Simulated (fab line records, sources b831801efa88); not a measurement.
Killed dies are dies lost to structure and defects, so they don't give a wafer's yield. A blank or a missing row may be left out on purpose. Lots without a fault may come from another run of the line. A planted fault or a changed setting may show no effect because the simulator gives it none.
Which tool did it? | flow gf180mcu | 15 lots, 45 wafers sampled, at 4 steps of a route of 602

WHAT THE GAUGES READ, wafer by wafer
GF_NWELL_OVL_MEAS_07.
lot  | measured    | on         | NWELL_OVL (nm)
L661 | day 3 06:00 | overlay-02 | 2.3 0.7 2.5
L663 | day 3 20:43 | overlay-02 | 2.5 1.7 3.4
L664 | day 4 00:10 | overlay-02 | -0.2 1.5 -0.6
L668 | day 4 22:56 | overlay-01 | 1.8 0.5 -1.0
L669 | day 5 03:33 | overlay-01 | 2.4 1.2 1.2
L670 | day 5 09:05 | overlay-02 | -0.2 -0.5 -0.2
L672 | day 5 21:34 | overlay-02 | -0.9 1.4 1.5
L674 | day 6 04:01 | overlay-01 | -1.4 0.3 -2.1
L675 | day 6 13:17 | overlay-02 | 1.8 0.2 1.2
L677 | day 6 21:46 | overlay-01 | 0.3 4.4 1.7
L678 | day 7 06:31 | overlay-02 | 3.3 1.3 0.9
L680 | day 7 15:02 | overlay-02 | 1.9 4.3 2.2
L682 | day 8 02:38 | overlay-01 | -0.5 0.5 0.7
L683 | day 8 07:29 | overlay-01 | 0.4 0.5 3.7
L684 | day 8 12:17 | overlay-02 | 2.2 2.1 1.5

GF_HV_LDD_CD_MEAS_46: target cd 400 nm.
lot  | measured     | on        | cd_nm (nm)
L661 | day 12 16:58 | cd_sem-01 | 398.3 398.3 397.7
L663 | day 13 13:01 | cd_sem-02 | 402.7 399.4 402.3
L664 | day 13 12:10 | cd_sem-02 | 399.2 398.0 399.6
L672 | day 16 05:33 | cd_sem-01 | 403.5 405.4 405.2
L674 | day 16 11:29 | cd_sem-01 | 400.9 400.5 400.6
L675 | day 17 03:35 | cd_sem-02 | 403.8 404.4 404.3
L677 | day 17 15:36 | cd_sem-02 | 401.8 397.5 398.9
L678 | day 17 22:05 | cd_sem-02 | 398.8 399.6 398.6
L680 | day 18 14:27 | cd_sem-01 | 397.0 398.6 397.3
L682 | day 19 04:29 | cd_sem-02 | 402.7 402.0 399.1
L683 | day 19 14:08 | cd_sem-02 | 401.5 401.8 401.3
L684 | day 20 01:16 | cd_sem-02 | 400.0 397.8 397.5

WHICH TOOL RAN EACH LOT (tool, then ch and the chambers of the sampled wafers, then the start)
lot  | GF_STI_ETCH_14                  | GF_DUAL_GATE_EXPOSE_08
L661 | rie_si-02 ch 1,2,3, day 2 01:31 | iline_stepper-01 ch 0, day 7 23:14
L663 | rie_si-01 ch 0,3, day 2 11:58   | iline_stepper-01 ch 0, day 8 21:18
L664 | rie_si-01 ch 0,1,2, day 2 17:04 | iline_stepper-02 ch 0, day 8 21:35
L668 | rie_si-01 ch 1,2,3, day 3 15:04 | iline_stepper-02, day 9 21:03
L669 | rie_si-01 ch 0,1,3, day 3 19:53 | iline_stepper-02, day 10 05:41
L670 | rie_si-01 ch 1,2, day 4 01:14   | iline_stepper-01, day 10 12:53
L672 | rie_si-02 ch 0,2,3, day 4 10:05 | iline_stepper-02 ch 0, day 11 03:18
L674 | rie_si-01 ch 0,1,2, day 4 20:05 | iline_stepper-02 ch 0, day 11 10:58
L675 | rie_si-01 ch 0,1,2, day 5 03:18 | iline_stepper-02 ch 0, day 12 00:13
L677 | rie_si-02 ch 0,2,3, day 5 11:38 | iline_stepper-01 ch 0, day 12 10:20
L678 | rie_si-01 ch 0,1,2, day 5 16:55 | iline_stepper-02 ch 0, day 12 19:43
L680 | rie_si-01 ch 0,1, day 6 03:26   | iline_stepper-01 ch 0, day 13 06:33
L682 | rie_si-02 ch 0,1, day 6 15:14   | iline_stepper-01 ch 0, day 13 20:54
L683 | rie_si-01 ch 0,1, day 6 19:16   | iline_stepper-01 ch 0, day 14 03:28
L684 | rie_si-02 ch 0,1,2, day 7 00:10 | iline_stepper-02 ch 0, day 14 13:04
- GF_STI_ETCH_14: etches Si in HBr/Cl2/O2, target depth 360 nm, time 102.9 s.
- GF_DUAL_GATE_EXPOSE_08: exposes mask Dualgate, target cd 700 nm.

WHAT THE TOOLS THEMSELVES READ (means of the sampled wafers that have a number; where no wafer has one, the mark that the record gives instead)
GF_STI_ETCH_14.
lot  | tool      | HBr_flow_sccm (sccm) | bias_w (W) | drypump_motor_current_A (A) | oes_product_au (a.u.) | throttle_valve_pct (%)
L661 | rie_si-02 | 150.5                | 150.0      | 5.5                         | 1.018                 | 25.653
L663 | rie_si-01 | 150.0                | 150.2      | 5.5                         | 1.011                 | 25.653
L664 | rie_si-01 | 150.0                | 150.5      | 5.7                         | 1.004                 | 25.655
L668 | rie_si-01 | 149.9                | 150.2      | 5.4                         | 1.002                 | 25.648
L669 | rie_si-01 | 149.7                | 149.8      | 5.8                         | 1.004                 | 25.655
L670 | rie_si-01 | 150.0                | 150.3      | 5.3                         | 0.989                 | 25.661
L672 | rie_si-02 | 149.7                | 150.0      | 5.5                         | 1.007                 | 25.657
L674 | rie_si-01 | 150.2                | 150.0      | 5.7                         | 0.993                 | 25.656
L675 | rie_si-01 | 149.9                | 150.2      | 5.7                         | 1.007                 | 25.661
L677 | rie_si-02 | 149.9                | 149.8      | 5.5                         | 1.006                 | 25.644
L678 | rie_si-01 | 149.9                | 150.0      | 5.7                         | 0.999                 | 25.661
L680 | rie_si-01 | 150.3                | 150.3      | 6.2                         | 0.996                 | 25.659
L682 | rie_si-02 | 149.6                | 150.0      | 5.9                         | 0.999                 | 25.657
L683 | rie_si-01 | 149.8                | 150.1      | 6.2                         | 1.008                 | 25.647
L684 | rie_si-02 | 149.9                | 149.8      | 5.6                         | 1.010                 | 25.643

GF_DUAL_GATE_EXPOSE_08.
lot  | tool             | exposure_dose_mJ_cm2 | focus_offset_nm (nm)
L661 | iline_stepper-01 | 140.02               | 0.2
L663 | iline_stepper-01 | 140.01               | 0.0
L664 | iline_stepper-02 | 140.13               | -0.7
L668 | iline_stepper-02 | -                    | -
L669 | iline_stepper-02 | -                    | -
L670 | iline_stepper-01 | -                    | -
L672 | iline_stepper-02 | 139.84               | -0.4
L674 | iline_stepper-02 | 140.10               | 0.5
L675 | iline_stepper-02 | 139.88               | 0.6
L677 | iline_stepper-01 | 139.81               | -0.3
L678 | iline_stepper-02 | 139.94               | 0.5
L680 | iline_stepper-01 | 140.02               | -0.7
L682 | iline_stepper-01 | 139.92               | 0.3
L683 | iline_stepper-01 | 140.01               | 0.5
L684 | iline_stepper-02 | 140.04               | 0.4

THE ANSWER, worked out from the rows above alone
Rule: what is usual is taken from the lots themselves. Put in order of their means at a reading, lots are off if they are a third of the lots or fewer, leave a main group of 4 or more, and stand apart from it by a gap of 3 or more times the standard deviation of the main group's means; of several such gaps the widest counts. A main group whose means are all the same, to the digits that the tables above print for the reading, isn't used. A lot without any number at a reading at which 4 lots or more have one is off too. The other lots that the step has rows for count as sound. The gauges are gone through in route order, then the tools' own readings, and for those a lot's mean is taken as printed above. The first step at which some lot is off is used, and at that step the reading that is off furthest; a lot without a number counts as furthest.
Off: L668, L669, L670, at GF_DUAL_GATE_EXPOSE_08 (exposure_dose_mJ_cm2). Without a number there: L668, L669, L670. The main group: mean 139.98, standard deviation 0.095.
A tool fits if, at that step or a process step before it, it ran every lot that is off, and no sound lot after the first of them. None of those tried fits.

WHAT THE SIMULATOR HAD PUT IN
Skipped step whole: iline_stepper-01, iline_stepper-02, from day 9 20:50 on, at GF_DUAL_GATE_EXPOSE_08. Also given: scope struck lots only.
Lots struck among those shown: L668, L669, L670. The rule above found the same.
